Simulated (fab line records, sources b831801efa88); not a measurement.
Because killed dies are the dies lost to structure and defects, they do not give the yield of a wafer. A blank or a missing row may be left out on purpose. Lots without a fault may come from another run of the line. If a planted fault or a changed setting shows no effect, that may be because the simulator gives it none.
A lot that was struck, set against a sound lot / flow sky130 / 18 steps out of a route of 708
Sound: wafers L771.2, L771.4, L771.6. Wafers L781.1, L781.2, L781.3 were the ones struck. The cause is given at the end.
Per side, at each step with rows, come the tool, then ch with its chambers, and then its first start. Under that, the readings that differ: sound wafers / struck wafers / difference of the means / sigmas: that difference in standard deviations of wafers without a fault.
alike: readings whose means differ by less than 2 such deviations, and words and numbers that are the same on both sides. not compared: withheld readings, readings that some wafer has no value for, bounds like >300 that may hide the same value, and numbers for which the record gives no deviation and whose values overlap.
The two part at a step that has a row with sigmas, a row that says differs or no value, or rows on one side only. Non-overlapping numbers with no deviation appear without sigmas and do not part them. Lack of a reading on every wafer of one side parts them only where that side has two or more wafers.

first, 2 steps without rows for these wafers: SKY_CONTACT_PEB_12; SKY_CONTACT_DEVELOP_13 (develop time 60 s).
SKY_CONTACT_CD_MEAS_14: the cd target is 170 nm.
  struck on cd sem-01, day 36 10:14; sound on cd sem-01, day 33 18:07
  alike: cd nm
SKY_CONTACT_OVL_MEAS_15:
  struck on overlay-01, day 36 10:22; sound on overlay-01, day 33 18:13
  alike: CONTACT_OVL
SKY_CONTACT_ETCH_16: etches BARC in N2/H2, stops on SiO2, time 45.9 s, target depth 60 nm.
  sound on rie diel-01 ch 0,2, day 33 18:15; struck on rie diel-02 ch 0,2,3, day 36 10:24
  alike: drypump motor current A, oes product au, throttle valve pct
  not compared: rf hours counter h
then, 1 step without rows for these wafers: SKY_CONTACT_ETCH_17 (etches SiO2 in C4F8/O2/Ar, stops on Si3N4, target depth 340 nm).
SKY_CONTACT_ETCH_18: etches Si3N4 in CHF3/O2, stops on TiN, time 39 s, target depth 75 nm.
  sound: rie diel-01 ch 0,2; struck: rie diel-02 ch 0,2,3
  alike: drypump motor current A, oes product au, throttle valve pct
  not compared: rf hours counter h
SKY_CONTACT_STRIP_19: strips in O2/N2.
  sound on plasma asher-02 ch 0,1, day 33 18:23; struck on plasma asher-01 ch 0,1, day 36 10:32
  alike: drypump motor current A, oes product au, strip time to endpoint s
  not compared: rf hours counter h
then, 3 steps without rows for these wafers: SKY_CONTACT_STRIP_20 (strips in post etch residue remover, time 1200 s); SKY_CONTACT_CLEAN_21 (cleans in IPA, time 180 s); SKY_CONTACT_CLEAN_22 (cleans in O3/DIW).
SKY_CONTACT_SPUTTER_23: material TiN, target thk 20 nm, time 80 s.
  struck on pvd sputter-01, day 36 11:07; sound on pvd sputter-01, day 33 18:58
  alike: throttle valve pct
SKY_CONTACT_CVD_24: deposits W, target thk 340 nm, time 102.12 s.
  sound on cvd w-01 ch 0, day 33 19:02; struck on cvd w-02 ch 0,1, day 36 11:11
reading=model.W_of_CONTACT_CVD_24.thk nm (nm); sound=333.6 337.4 338.3; struck=516.5 514.8 513.1; difference=+178.4; sigmas=
  alike: heater power w, susceptor temp C
SKY_CONTACT_RS_MEAS_25: the measuring method here is four-point-probe.
  struck on film metro-03, day 36 11:17; sound on film metro-03, day 33 19:10
reading=CONTACT_W_RS (ohm/sq); sound=0.345 0.340 0.339; struck=0.221 0.222 0.223; difference=-0.119; sigmas=-30
SKY_CONTACT_THK_MEAS_26: measures by xrf.
  struck on film metro-03, day 36 11:25; sound on film metro-03, day 33 19:16
reading=CONTACT_W_THK (nm); sound=337 343 341; struck=523 525 521; difference=+183; sigmas=+43
SKY_CONTACT_CMP_27: polishes, stops on SiO2, t overpolish 15 s, target thk 0 nm.
  sound on cmp-01 ch 0,2, day 33 19:22; struck on cmp-01 ch 0,1,3, day 36 11:28
reading=time to endpoint s (s); sound=81 82 78; struck=129 123 122; difference=+44; sigmas=+11
  alike: motor current A
SKY_METAL1_SPUTTER_00: material Ti, target thk 15 nm, time 10 s.
  struck on pvd sputter-03, day 36 11:46; sound on pvd sputter-04, day 33 19:37
  alike: throttle valve pct
-- the record jumps here: 13 days lie between the struck wafers' starts before and after (it left off in module METAL1 and takes up again in module PAD_OPEN, whose first step shown is number 708 of the route) --
SKY_PAD_OPEN_PROBE_99:
  struck on prober-01, day 49 08:07; sound on prober-01, day 47 10:31
  alike: killed_at_M0_to_M3, killed_at_M4_up, killed at contacts, killed at front end, killed at other, killed dies, killed open, killed short

## WHERE THEY PART
Last at SKY_CONTACT_CMP_27 as far as this record goes, first at SKY_CONTACT_RS_MEAS_25. Later steps at which nothing parts them and some readings are alike: SKY_METAL1_SPUTTER_00, SKY_PAD_OPEN_PROBE_99.

WHY: what the simulator had put in
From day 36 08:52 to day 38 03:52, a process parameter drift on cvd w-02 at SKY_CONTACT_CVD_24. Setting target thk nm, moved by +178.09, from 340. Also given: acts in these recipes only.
